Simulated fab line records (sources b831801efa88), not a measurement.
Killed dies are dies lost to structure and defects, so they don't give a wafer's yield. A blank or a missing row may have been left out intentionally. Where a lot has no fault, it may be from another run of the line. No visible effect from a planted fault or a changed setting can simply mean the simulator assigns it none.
A struck lot beside a sound one + flow sky130 + 42 out of 708 route steps
Sound: these wafers, L249.3, L249.5, L249.6. The struck wafers were L254.2, L254.5, L254.6. The cause is given at the end.
Order at every step that has rows: each side's tool, ch and its chambers, its first start. Under that, the readings that differ: sound wafers + struck wafers + difference of the means + sigmas: that difference in standard deviations of wafers without a fault.
alike: readings with means less than 2 such deviations apart, plus words and numbers identical on both sides. not compared: withheld readings, readings lacking a value on some wafer, bounds such as >300 that could conceal the same value, and numbers that have no deviation in the record and whose values overlap.
A row with sigmas, a row that says differs or no value, or rows on one side alone: a step with any of these is where the two part. Non-overlapping numbers with no deviation appear without sigmas and do not part them. Lack of a reading on every wafer of one side parts them only where that side has two or more wafers.

first, 5 steps without rows for these wafers: SKY_GATE_OXIDE_COAT_05 (resist thk 1140 nm); SKY_GATE_OXIDE_SOFTBAKE_06 (time 60 s); SKY_GATE_OXIDE_EXPOSE_07 (exposes mask LVOM, target cd 600 nm); SKY_GATE_OXIDE_PEB_08; SKY_GATE_OXIDE_DEVELOP_09 (develop time 60 s).
SKY_GATE_OXIDE_OVL_MEAS_10:
  struck on overlay-01, day 15 23:25; sound on overlay-01, day 15 03:23
  alike: GATE_OXIDE_OVL
then, 2 steps without rows for these wafers: SKY_GATE_OXIDE_IMPLANT_11; SKY_GATE_OXIDE_WET_ETCH_12 (etches SiO2 in dHF, target depth 16.8 nm, time 336 s).
SKY_GATE_OXIDE_STRIP_13: strips in O2/N2.
  sound on plasmaAsher-04 ch 0,1, day 15 03:42; struck on plasmaAsher-04 ch 0,1, day 15 23:41
  alike: drypumpMotorCurrentA, oesProductAu, stripTimeToEndpointS
  not compared: rfHoursCounterH
SKY_GATE_OXIDE_TW_MEAS_14:
  struck on filmMetro-02, day 15 23:48; sound on filmMetro-02, day 15 03:47
  alike: GATE_OXIDE_TW
then, 2 steps without rows for these wafers: SKY_GATE_OXIDE_CLEAN_15 (cleans in SC1/SC2, time 150 s); SKY_GATE_OXIDE_OXIDATION_16 (stabilise 600 s, purge 300 s, target thk 3.57 nm).
SKY_POLY_GATE_CVD_00: deposits poly-Si, target thk 180 nm, time 720 s.
  sound on lpcvd-01 ch 0, day 15 08:20; struck on lpcvd-01 ch 0, day 16 07:59
| reading                                      | sound             | struck            | difference | sigmas      |
|----------------------------------------------|-------------------|-------------------|------------|-------------|
| pressureMtorr (mTorr)                        | 199.5 199.3 199.7 | 100.4 100.0 99.8  | -99.4      | -99 or more |
| model.poly-Si_of_POLY_GATE_CVD_00.thkNm (nm) | 179.5 179.1 179.7 | 128.9 129.5 129.6 | -50.1      |             |
  alike: zonePowerLowerPct
SKY_POLY_GATE_THK_MEAS_01:
  struck on filmMetro-04, day 16 09:12; sound on filmMetro-03, day 15 09:33
| reading                   | sound             | struck            | difference | sigmas |
|---------------------------|-------------------|-------------------|------------|--------|
| POLY_GATE_CVD_00_THK (nm) | 179.6 179.1 179.7 | 129.0 129.4 129.5 | -50.2      | -30    |
then, 8 steps without rows for these wafers: SKY_RES_PROTECT_DEHYDRATE_00 (time 60 s); SKY_RES_PROTECT_HMDS_01 (prime time 60 s); SKY_RES_PROTECT_COAT_02 (resist thk 1123 nm); SKY_RES_PROTECT_SOFTBAKE_03 (time 60 s); SKY_RES_PROTECT_EXPOSE_04 (exposes mask RPM, target cd 1270 nm); SKY_RES_PROTECT_PEB_05; SKY_RES_PROTECT_DEVELOP_06 (develop time 60 s); SKY_POLY_GATE_IMPLANT_02.
SKY_RES_PROTECT_STRIP_07: strips in O2/N2.
  sound on plasmaAsher-02 ch 0,1, day 16 11:35; struck on plasmaAsher-01 ch 0,1, day 17 13:02
| reading                  | sound             | struck            | difference | sigmas |
|--------------------------|-------------------|-------------------|------------|--------|
| stripTimeToEndpointS (s) | 23.09 23.10 23.11 | 22.98 23.02 22.98 | -0.11      | -2     |
  alike: drypumpMotorCurrentA, oesProductAu
  not compared: rfHoursCounterH
SKY_RES_PROTECT_TW_MEAS_08:
  struck on filmMetro-02, day 17 13:08; sound on filmMetro-01, day 16 11:41
  alike: POLY_GATE_TW
SKY_RES_PROTECT_CLEAN_09: cleans in SC1/SC2, time 150 s.
  sound on wetBench-04 ch 3, day 16 11:43; struck on wetBench-02 ch 1, day 17 13:11
| reading                                      | sound             | struck            | difference | sigmas |
|----------------------------------------------|-------------------|-------------------|------------|--------|
| model.poly-Si_of_POLY_GATE_CVD_00.thkNm (nm) | 178.9 178.4 179.1 | 128.2 128.9 128.9 | -50.1      |        |
  alike: bathHeatDutyPct
then, 1 step without rows for these wafers: SKY_POLY_GATE_CVD_03 (deposits Si3N4 from DCS/NH3, target thk 75 nm, time 1290 s).
SKY_POLY_GATE_THK_MEAS_04:
  struck on filmMetro-01, day 17 15:51; sound on filmMetro-01, day 16 18:46
  alike: POLY_GATE_CVD_03_THK
then, 8 steps without rows for these wafers: SKY_POLY_GATE_DEHYDRATE_05 (time 60 s); SKY_POLY_GATE_HMDS_06 (prime time 60 s); SKY_POLY_GATE_COAT_07 (resist thk 110 nm); SKY_POLY_GATE_COAT_08 (resist thk 450 nm); SKY_POLY_GATE_SOFTBAKE_09 (time 90 s); SKY_POLY_GATE_EXPOSE_10 (exposes mask P1M, target cd 150 nm); SKY_POLY_GATE_PEB_11; SKY_POLY_GATE_DEVELOP_12 (develop time 60 s).
SKY_POLY_GATE_CD_MEAS_13: target cd 150 nm.
  struck on cdSem-01, day 18 22:14; sound on cdSem-01, day 17 22:48
  alike: cdNm
SKY_POLY_GATE_OVL_MEAS_14:
  struck on overlay-02, day 18 22:20; sound on overlay-01, day 17 22:53
  alike: POLY_GATE_OVL
SKY_POLY_GATE_ETCH_15: etches BARC in N2/H2, stops on SiO2, time 118.5 s, target depth 110 nm.
  sound on rieDiel-03 ch 2,3, day 17 22:55; struck on rieDiel-02 ch 2,3, day 18 22:22
  alike: drypumpMotorCurrentA, oesProductAu, throttleValvePct
  not compared: rfHoursCounterH
SKY_POLY_GATE_ETCH_16: etches Si3N4 in CH3F/O2, stops on poly-Si, time 147.5 s, target depth 75 nm.
  sound on rieDiel-03 ch 2,3, day 17 23:00; struck on rieDiel-02 ch 2,3, day 18 22:26
  alike: drypumpMotorCurrentA, oesProductAu, throttleValvePct
  not compared: rfHoursCounterH
SKY_POLY_GATE_ETCH_17: etches poly-Si in HBr/Cl2, stops on SiO2, target depth 180 nm, time 70.5 s.
  sound on rieSi-02 ch 0,2,3, day 17 23:05; struck on rieSi-02 ch 0,1,2, day 18 22:32
| reading                             | sound             | struck            | difference | sigmas |
|-------------------------------------|-------------------|-------------------|------------|--------|
| oesProductAu (a.u.)                 | 0.985 0.978 0.982 | 0.790 0.792 0.786 | -0.192     | -23    |
| model.POLY_GATE.featureDepthNm (nm) | 178.9 177 178.1   | 128.2 128.9 128.9 | -49.3      |        |
| model.etch.depthNm (nm)             | 178.9 177 178.1   | 128.2 128.9 128.9 | -49.3      |        |
  alike: drypumpMotorCurrentA, throttleValvePct
  not compared: rfHoursCounterH
SKY_POLY_GATE_STRIP_18: strips in O2/N2.
  sound on plasmaAsher-04 ch 0,1, day 17 23:11; struck on plasmaAsher-01 ch 0,1, day 18 22:36
  alike: drypumpMotorCurrentA, oesProductAu, stripTimeToEndpointS
  not compared: rfHoursCounterH
-- record jumps: 29 days separate the struck wafers' starts on either side; left off in module POLY_GATE, taken up again in module PAD_OPEN, whose first shown step is the route's number 708 --
SKY_PAD_OPEN_PROBE_99:
  struck on prober-02, day 47 14:17; sound on prober-02, day 46 20:55
| reading                         | sound             | struck            | difference | sigmas |
|---------------------------------|-------------------|-------------------|------------|--------|
| model.etest.resHighPo.lineOhmUm | 711.1 715.8 735.8 | 961.6 963.1 944   | +235.3     |        |
| model.etest.resPoly.lineOhmUm   | 496.4 489.8 507.4 | 690.9 679.5 672.8 | +183.2     |        |
| model.etest.tipSonos.rsOhmSq    | 2460 2465 2474    | 2414 2370 2376    | -80        |        |
| model.etest.resHighPo.rsOhmSq   | 251.2 251.2 255   | 338.2 337.8 336.5 | +85.0      |        |
| model.etest.resPoly.rsOhmSq     | 46.86 47.09 47.23 | 65.32 65.2 64.67  | +18.00     |        |
  alike: killed_at_M0_to_M3, killed_at_M4_up, killedAtContacts, killedAtFrontEnd, killedAtOther, killedDies, killedOpen, killedShort
  not compared: model.etest.resXhighPo.lineOhmUm, model.etest.resXhighPo.rsOhmSq, model.etest.liconHighPo.rcOhm

## WHERE THEY PART
Earliest at SKY_POLY_GATE_CVD_00; latest, in this record, at SKY_POLY_GATE_ETCH_17. Later steps at which nothing parts them and some readings are alike: SKY_POLY_GATE_STRIP_18, SKY_PAD_OPEN_PROBE_99.

WHY: what had been put in by the simulator
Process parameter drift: lpcvd-01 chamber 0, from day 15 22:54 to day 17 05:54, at SKY_POLY_GATE_CVD_00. Setting pressureMtorr shifted by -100 from 200.
